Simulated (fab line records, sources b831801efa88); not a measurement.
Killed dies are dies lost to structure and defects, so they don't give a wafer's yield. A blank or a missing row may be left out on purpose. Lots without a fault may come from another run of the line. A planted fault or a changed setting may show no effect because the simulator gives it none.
A struck lot beside a sound one | flow sky130 | 21 steps out of a route of 708
Sound: wafers L540.2, L540.3, L540.6. Struck: wafer L546.1. (L546.2 of the same lot was not struck and is left out.) The cause comes at the end.
At each step with rows: each side's tool, then ch and its chambers, then its first start. Under that, the readings that differ: sound wafers | struck wafers | difference of the means | sigmas: that difference in standard deviations of wafers without a fault.
alike: readings whose means differ by less than 2 such deviations, and words and numbers that are the same on both sides. not compared: withheld readings, readings that some wafer has no value for, bounds like >300 that may hide the same value, and numbers for which the record gives no deviation and whose values overlap.
The two part at a step that has a row with sigmas, a row that says differs or no value, or rows on one side only. Numbers that don't overlap but have no deviation are shown without sigmas and don't part them. A reading that every wafer of one side lacks parts them only if that side has two wafers or more.

SKY_LI_CONTACT_CVD_21: deposits W, target thk 400 nm, time 120.56 s.
  sound on cvd_w-02 ch 0, day 32 05:08; struck on cvd_w-02 ch 1, day 34 10:53
  alike: chamber_pressure_Torr, heater_power_w
SKY_LI_CONTACT_RS_MEAS_22: measures by four-point-probe.
  sound on film_metro-03, day 32 05:17; struck on film_metro-01, day 34 11:00
  alike: LI_CONTACT_W_RS
SKY_LI_CONTACT_THK_MEAS_23: measures by xrf.
  sound on film_metro-03, day 32 05:23; struck on film_metro-01, day 34 11:07
  alike: LI_CONTACT_W_THK
SKY_LI_CONTACT_CMP_24: polishes, stops on PSG, t overpolish 20 s, target thk 0 nm.
  sound on cmp-02 ch 0,2,3, day 32 05:29; struck on cmp-02 ch 1, day 34 11:11
  reading                 | sound             | struck | difference | sigmas
  head_pressure_psi (psi) | 3.513 3.503 3.503 | 3.488  | -0.018     | -2
  alike: motor_current_A, overpolish_run_s, slurry_filter_dp_kPa, time_to_endpoint_s
SKY_LOCAL_INTERCONNECT_SPUTTER_00: material TiN, target thk 100 nm, time 83.3 s.
  sound on pvd_sputter-04, day 32 05:44; struck on pvd_sputter-04, day 34 11:29
  alike: throttle_valve_pct
SKY_LOCAL_INTERCONNECT_RS_MEAS_01: measures by four-point-probe.
  sound on film_metro-04, day 32 05:49; struck on film_metro-02, day 34 11:33
  alike: LOCAL_INTERCONNECT_TIN_RS
SKY_LOCAL_INTERCONNECT_THK_MEAS_02: measures by xrf.
  sound on film_metro-04, day 32 05:56; struck on film_metro-02, day 34 11:40
  alike: LOCAL_INTERCONNECT_TIN_THK
then, 5 steps without rows for these wafers: SKY_LOCAL_INTERCONNECT_DEHYDRATE_03 (time 60 s); SKY_LOCAL_INTERCONNECT_HMDS_04 (prime time 60 s); SKY_LOCAL_INTERCONNECT_COAT_05 (resist thk 60 nm); SKY_LOCAL_INTERCONNECT_COAT_06 (resist thk 450 nm); SKY_LOCAL_INTERCONNECT_SOFTBAKE_07 (time 90 s).
SKY_LOCAL_INTERCONNECT_EXPOSE_08: exposes mask LI1M, target cd 170 nm.
  sound on krf_scanner-02 ch 0, day 32 19:59; struck on krf_scanner-02 ch 0, day 35 01:58
  alike: mask
then, 2 steps without rows for these wafers: SKY_LOCAL_INTERCONNECT_PEB_09; SKY_LOCAL_INTERCONNECT_DEVELOP_10 (develop time 60 s).
SKY_LOCAL_INTERCONNECT_CD_MEAS_11: target cd 170 nm.
  sound on cd_sem-02, day 33 08:34; struck on cd_sem-01, day 35 13:41
  reading    | sound             | struck | difference | sigmas
  cd_nm (nm) | 168.7 169.8 170.6 | 136.7  | -33.0      | -21
SKY_LOCAL_INTERCONNECT_OVL_MEAS_12:
  sound on overlay-02, day 33 08:40; struck on overlay-01, day 35 13:49
  alike: LOCAL_INTERCONNECT_OVL
SKY_LOCAL_INTERCONNECT_ETCH_13: etches BARC in N2/H2, stops on SiO2, time 45.9 s, target depth 60 nm.
  sound on rie_metal-04 ch 0,1, day 33 08:42; struck on rie_metal-02 ch 0, day 35 13:51
  reading                             | sound                | struck | difference | sigmas
  h2_flow_sccm (sccm)                 | 200.0 200.4 201.2    | 199.3  | -1.2       | -2
  throttle_valve_pct (%)              | 13.231 13.231 13.233 | 13.208 | -0.024     | -3
  model.LOCAL_INTERCONNECT.cd_nm (nm) | 168.8 170.2 170.9    | 136.7  | -33.3      |
  alike: drypump_motor_current_A, oes_product_au
  not compared: rf_hours_counter_h
SKY_LOCAL_INTERCONNECT_METAL_ETCH_14: etches TiN in Cl2/BCl3, stops on PSG, target depth 110 nm, time 31.4 s.
  sound on rie_metal-04 ch 0,1, day 33 08:46; struck on rie_metal-02 ch 0, day 35 13:55
  reading                             | sound             | struck | difference | sigmas
  model.LOCAL_INTERCONNECT.cd_nm (nm) | 168.5 170.2 169.9 | 136.6  | -32.9      |
  alike: drypump_motor_current_A, mfc_cl2_sccm, oes_product_au, throttle_valve_pct
  not compared: rf_hours_counter_h
SKY_LOCAL_INTERCONNECT_STRIP_15: strips in O2/N2.
  sound on plasma_asher-03 ch 0,1, day 33 08:49; struck on plasma_asher-01 ch 0, day 35 13:58
  reading             | sound          | struck | difference | sigmas
  o2_flow_sccm (sccm) | 2998 2994 2992 | 3016   | +21        | +2
  alike: drypump_motor_current_A, oes_product_au, strip_time_to_endpoint_s
  not compared: rf_hours_counter_h
then, 1 step without rows for these wafers: SKY_PAD_OPEN_PROBE_99.

WHERE THEY PART
First at SKY_LI_CONTACT_CMP_24; last, within this record, at SKY_LOCAL_INTERCONNECT_STRIP_15.

WHY: what the simulator had put in
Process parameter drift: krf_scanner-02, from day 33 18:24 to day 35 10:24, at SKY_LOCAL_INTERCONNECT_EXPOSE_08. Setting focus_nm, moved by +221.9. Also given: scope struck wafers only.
